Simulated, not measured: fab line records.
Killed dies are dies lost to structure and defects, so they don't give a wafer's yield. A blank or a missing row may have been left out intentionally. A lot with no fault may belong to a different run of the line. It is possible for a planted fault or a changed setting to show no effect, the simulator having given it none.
Check for tools in common || flow sky130 || 39 wafers sampled across 13 lots

WHY THIS WAS OPENED
At SKY_VT_ADJUST_LVTN_TW_MEAS_21 the reading VT_ADJUST_LVTN_2_TW is flagged on 2 of 13 lots. Fault-free wafers read 188, with a standard deviation of 3.
Rule: flag the lot when none of its wafers has a number, or when each of its wafers that has one lies beyond 4 standard deviations from that mean. The rest of the lots are taken to be sound.

{"lot": "L786", "measured": "day 8 03:03", "on": "film_metro-04", "VT_ADJUST_LVTN_2_TW, wafer by wafer": "191 192 192", "flag": ""}
{"lot": "L787", "measured": "day 8 10:46", "on": "film_metro-03", "VT_ADJUST_LVTN_2_TW, wafer by wafer": "186 187 187", "flag": ""}
{"lot": "L789", "measured": "day 9 01:47", "on": "film_metro-04", "VT_ADJUST_LVTN_2_TW, wafer by wafer": "190 191 192", "flag": ""}
{"lot": "L790", "measured": "day 9 05:56", "on": "film_metro-04", "VT_ADJUST_LVTN_2_TW, wafer by wafer": "190 191 191", "flag": ""}
{"lot": "L793", "measured": "day 9 23:32", "on": "film_metro-03", "VT_ADJUST_LVTN_2_TW, wafer by wafer": "188 189 190", "flag": ""}
{"lot": "L794", "measured": "day 10 07:12", "on": "film_metro-02", "VT_ADJUST_LVTN_2_TW, wafer by wafer": "184 185 185", "flag": ""}
{"lot": "L795", "measured": "day 10 20:25", "on": "film_metro-03", "VT_ADJUST_LVTN_2_TW, wafer by wafer": "189 187 188", "flag": ""}
{"lot": "L796", "measured": "day 11 01:55", "on": "film_metro-03", "VT_ADJUST_LVTN_2_TW, wafer by wafer": "190 189 189", "flag": ""}
{"lot": "L799", "measured": "day 11 19:07", "on": "film_metro-03", "VT_ADJUST_LVTN_2_TW, wafer by wafer": "209 209 207", "flag": "FLAGGED"}
{"lot": "L800", "measured": "day 12 04:41", "on": "film_metro-02", "VT_ADJUST_LVTN_2_TW, wafer by wafer": "204 204 204", "flag": "FLAGGED"}
{"lot": "L805", "measured": "day 13 07:46", "on": "film_metro-04", "VT_ADJUST_LVTN_2_TW, wafer by wafer": "191 192 191", "flag": ""}
{"lot": "L806", "measured": "day 13 14:08", "on": "film_metro-04", "VT_ADJUST_LVTN_2_TW, wafer by wafer": "190 191 190", "flag": ""}
{"lot": "L807", "measured": "day 13 23:13", "on": "film_metro-02", "VT_ADJUST_LVTN_2_TW, wafer by wafer": "185 184 184", "flag": ""}
On average the flagged lots' numbers are 206, which is +18 against the usual, or +6 standard deviations.

EACH LOT AND THE TOOL IT RAN ON
The record keeps 1 process step preceding the reading, out of 708 steps on the route. Read each cell as the tool, then ch plus the chambers that the sampled wafers visited, then the start.
{"lot": "L786", "flag": "", "SKY_VT_ADJUST_LVTN_IMPLANT_19": "implanter-03 ch 0, day 8 02:49"}
{"lot": "L787", "flag": "", "SKY_VT_ADJUST_LVTN_IMPLANT_19": "implanter-03 ch 0, day 8 10:31"}
{"lot": "L789", "flag": "", "SKY_VT_ADJUST_LVTN_IMPLANT_19": "implanter-02 ch 0, day 9 01:34"}
{"lot": "L790", "flag": "", "SKY_VT_ADJUST_LVTN_IMPLANT_19": "implanter-04 ch 0, day 9 05:41"}
{"lot": "L793", "flag": "", "SKY_VT_ADJUST_LVTN_IMPLANT_19": "implanter-02 ch 0, day 9 23:17"}
{"lot": "L794", "flag": "", "SKY_VT_ADJUST_LVTN_IMPLANT_19": "implanter-04 ch 0, day 10 06:58"}
{"lot": "L795", "flag": "", "SKY_VT_ADJUST_LVTN_IMPLANT_19": "implanter-04 ch 0, day 10 20:11"}
{"lot": "L796", "flag": "", "SKY_VT_ADJUST_LVTN_IMPLANT_19": "implanter-02 ch 0, day 11 01:40"}
{"lot": "L799", "flag": "FLAGGED", "SKY_VT_ADJUST_LVTN_IMPLANT_19": "implanter-04 ch 0, day 11 18:52"}
{"lot": "L800", "flag": "FLAGGED", "SKY_VT_ADJUST_LVTN_IMPLANT_19": "implanter-04 ch 0, day 12 04:27"}
{"lot": "L805", "flag": "", "SKY_VT_ADJUST_LVTN_IMPLANT_19": "implanter-03 ch 0, day 13 07:31"}
{"lot": "L806", "flag": "", "SKY_VT_ADJUST_LVTN_IMPLANT_19": "implanter-02 ch 0, day 13 13:55"}
{"lot": "L807", "flag": "", "SKY_VT_ADJUST_LVTN_IMPLANT_19": "implanter-02 ch 0, day 13 22:59"}
What these steps do:
- SKY_VT_ADJUST_LVTN_IMPLANT_19
- SKY_VT_ADJUST_LVTN_TW_MEAS_21

FLAGGED AGAINST TOTAL, ONE TOOL AT A TIME (gauges that did the reading follow at the end)
{"step": "SKY_VT_ADJUST_LVTN_IMPLANT_19", "tool": "implanter-02", "lots run": 5, "flagged": 0, "share of the flagged lots": "none", "sound lots run after its first flagged lot": "-"}
{"step": "SKY_VT_ADJUST_LVTN_IMPLANT_19", "tool": "implanter-03", "lots run": 3, "flagged": 0, "share of the flagged lots": "none", "sound lots run after its first flagged lot": "-"}
{"step": "SKY_VT_ADJUST_LVTN_IMPLANT_19", "tool": "implanter-04", "lots run": 5, "flagged": 2, "share of the flagged lots": "all", "sound lots run after its first flagged lot": 0}
{"step": "SKY_VT_ADJUST_LVTN_TW_MEAS_21", "tool": "film_metro-02", "lots run": 3, "flagged": 1, "share of the flagged lots": "some", "sound lots run after its first flagged lot": "1 (L807)"}
{"step": "SKY_VT_ADJUST_LVTN_TW_MEAS_21", "tool": "film_metro-03", "lots run": 5, "flagged": 1, "share of the flagged lots": "some", "sound lots run after its first flagged lot": 0}
{"step": "SKY_VT_ADJUST_LVTN_TW_MEAS_21", "tool": "film_metro-04", "lots run": 5, "flagged": 0, "share of the flagged lots": "none", "sound lots run after its first flagged lot": "-"}

WHAT IS ALLOWED BY THE TABLE
Rows of the table that ran each flagged lot: 1, that is implanter-04 at SKY_VT_ADJUST_LVTN_IMPLANT_19.
- implanter-04 at SKY_VT_ADJUST_LVTN_IMPLANT_19 ran 5 lots, 2 of them flagged. Its last sound lot is L795 (day 10 20:11), its first flagged lot L799 (day 11 18:52): a fault that began between those two fits. Its own readings lie more than 4 standard deviations out on every wafer of the flagged lots: dose_ions_cm2, faraday_current_uA.
implanter-04 at SKY_VT_ADJUST_LVTN_IMPLANT_19 is the single tool remaining.

WHAT THE SIMULATOR PUT IN
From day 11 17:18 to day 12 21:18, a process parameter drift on implanter-04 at SKY_VT_ADJUST_LVTN_IMPLANT_19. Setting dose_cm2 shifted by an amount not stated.
Lots struck among those shown: L799, L800. The rule given above showed the same thing.
